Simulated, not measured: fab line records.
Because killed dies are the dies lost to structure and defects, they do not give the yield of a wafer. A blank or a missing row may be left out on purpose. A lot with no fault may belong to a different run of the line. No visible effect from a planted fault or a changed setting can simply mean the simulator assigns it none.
8D (eight disciplines) problem report, filled in by code | flow sfq line | the parts of the form that need people (team, actions taken, sign-off) are left out

== 1. THE ISSUE ==
At SFQ_TRILAYER_M3_ETCH_METAL_ETCH_078, run length s averages 174.1 s over 5 wafers from 3 lots, while fault-free wafers read 148.5 s, standard deviation 0.42. Measured from the usual mean, that is +61 standard deviations.
The step: etches Nb in Cl2/Ar, stops on SiO2, target depth 240 nm, time 120 s.
The first sign was on wafer L483.1 at day 38 15:40, on rie metal-02. The record has a number at this step for 45 wafers belonging to 15 lots. The rule behind "out" and "out of limits": a value lying over 4 standard deviations away from the usual mean. Any other wafer with a number is counted as sound.

== 2. WHAT IT IS, WHAT IT ISN'T ==
question                    | is                                     | is not
which readings at this step | run length s, oes product au           | drypump motor current A
which lots                  | L483, L484, L485                       | L479, L481, L482, L492, L493, L494, L495, L496, L498, L500, L501, L502
which wafers of those lots  | L483.1, L483.5, L484.1, L485.1, L485.5 | L483.2, L484.2, L484.6, L485.6
read on which tools         | rie metal-02                           | rie metal-03, rie metal-04
when                        | from day 38 15:40                      | up to then (10 sound wafers); but 30 sound wafers of L484, L485, L492, L493, L494, L495, L496, L498, L500, L501, L502 came after

== 3. THE SUSPECTS, EACH WITH WHAT RULES IT OUT ==
Counting: a tool at a process step up to the reading stays a suspect if it ran every lot that is out. Sound lots after the first of them don't rule it out here, since some wafers of a struck lot are sound.
- rie metal-02 at SFQ_TRILAYER_M3_ETCH_METAL_ETCH_078 (etches Nb in Cl2/Ar, stops on SiO2, target depth 240 nm, time 120 s): kept. Ran every lot that is out, first one L483 (day 38 15:40); last sound lot up to then L482 (day 37 01:03). Its own readings are out on those wafers: oes product au, run length s.
Left after counting: rie metal-02 at SFQ_TRILAYER_M3_ETCH_METAL_ETCH_078.

== 4. THE CAUSE (what the simulator had put in) ==
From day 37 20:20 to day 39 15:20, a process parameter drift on rie metal-02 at SFQ_TRILAYER_M3_ETCH_METAL_ETCH_078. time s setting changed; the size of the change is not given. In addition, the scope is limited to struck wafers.
The count eliminated every tool but this one.

== 5. THE CHAIN OF EFFECTS, in route order ==
Each row: a reading whose mean over the struck wafers that have a number lies more than 3 standard deviations from the usual. Only readings whose record carries a usual standard deviation are examined. hours: median over the lots of the time between each lot's start at the first step of this table that gives one and its start at this step. sigmas: the change, counted in usual standard deviations.
hours | step                                | reading        | usual      | on struck wafers | change | sigmas
0     | SFQ_TRILAYER_M3_ETCH_METAL_ETCH_078 | oes product au | 0.895 a.u. | 0.806            | -0.089 | -11
0     | SFQ_TRILAYER_M3_ETCH_METAL_ETCH_078 | run length s   | 148.5 s    | 174.1            | +25.6  | +61
Here are the process steps it includes:
- SFQ_TRILAYER_M3_ETCH_METAL_ETCH_078: etches Nb in Cl2/Ar, stops on SiO2, target depth 240 nm, time 120 s.

== 6. HOW IT WOULD HAVE BEEN CAUGHT EARLIER ==
In this record the first reading out of limits was taken at day 38 15:40, 19 hours after the fault began at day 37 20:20.
